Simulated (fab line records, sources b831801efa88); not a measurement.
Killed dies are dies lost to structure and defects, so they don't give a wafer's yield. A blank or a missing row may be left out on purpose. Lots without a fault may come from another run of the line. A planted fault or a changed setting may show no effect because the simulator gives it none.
A struck lot beside a sound one | flow sky130 | 14 steps out of a route of 708
Sound: wafers L315.1, L315.2, L315.4. Struck: wafers L322.2, L322.3, L322.4. The cause comes at the end.
At each step with rows: each side's tool, then ch and its chambers, then its first start. Under that, the readings that differ: sound wafers | struck wafers | difference of the means | sigmas: that difference in standard deviations of wafers without a fault.
alike: readings whose means differ by less than 2 such deviations, and words and numbers that are the same on both sides. not compared: withheld readings, readings that some wafer has no value for, bounds like >300 that may hide the same value, and numbers for which the record gives no deviation and whose values overlap.
The two part at a step that has a row with sigmas, a row that says differs or no value, or rows on one side only. Numbers that don't overlap but have no deviation are shown without sigmas and don't part them. A reading that every wafer of one side lacks parts them only if that side has two wafers or more.

first, 4 steps without rows for these wafers: SKY_SONOS_TUNNEL_SOFTBAKE_03 (time 60 s); SKY_SONOS_TUNNEL_EXPOSE_04 (exposes mask TUNM, target cd 410 nm); SKY_SONOS_TUNNEL_PEB_05; SKY_SONOS_TUNNEL_DEVELOP_06 (develop time 60 s).
SKY_SONOS_TUNNEL_CD_MEAS_07: target cd 410 nm.
  sound on cd_sem-02, day 12 02:26; struck on cd_sem-02, day 13 22:02
  alike: cd_nm
SKY_SONOS_TUNNEL_OVL_MEAS_08:
  sound on overlay-01, day 12 02:34; struck on overlay-02, day 13 22:08
  alike: SONOS_TUNNEL_OVL
then, 3 steps without rows for these wafers: SKY_SONOS_TUNNEL_IMPLANT_09; SKY_SONOS_TUNNEL_WET_ETCH_10 (etches SiO2 in dHF, target depth 14 nm, time 280 s); SKY_SONOS_TUNNEL_STRIP_11 (strips in SPM, time 600 s).
SKY_SONOS_TUNNEL_TW_MEAS_12:
  sound on film_metro-03, day 12 03:12; struck on film_metro-02, day 13 22:37
  alike: SONOS_TUNNEL_TW
then, 2 steps without rows for these wafers: SKY_SONOS_TUNNEL_CLEAN_13 (cleans in dHF, time 20 s); SKY_SONOS_ONO_OXIDATION_00 (stabilise 600 s, purge 300 s, target thk 2.6 nm).
SKY_SONOS_ONO_THK_MEAS_01:
  sound on film_metro-04, day 12 06:57; struck on film_metro-04, day 14 02:50
  reading                      | sound          | struck         | difference | sigmas
  SONOS_ONO_OXIDATION_THK (nm) | 2.60 2.62 2.59 | 5.87 5.91 5.87 | +3.28      | +62
  not compared: hold
then, 1 step without rows for these wafers: SKY_PAD_OPEN_PROBE_99.

WHERE THEY PART
Only at SKY_SONOS_ONO_THK_MEAS_01, within this record.

WHY: what the simulator had put in
Metrology matching offset: film_metro-04, from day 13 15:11 on, at SKY_SONOS_ONO_THK_MEAS_01. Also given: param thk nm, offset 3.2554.
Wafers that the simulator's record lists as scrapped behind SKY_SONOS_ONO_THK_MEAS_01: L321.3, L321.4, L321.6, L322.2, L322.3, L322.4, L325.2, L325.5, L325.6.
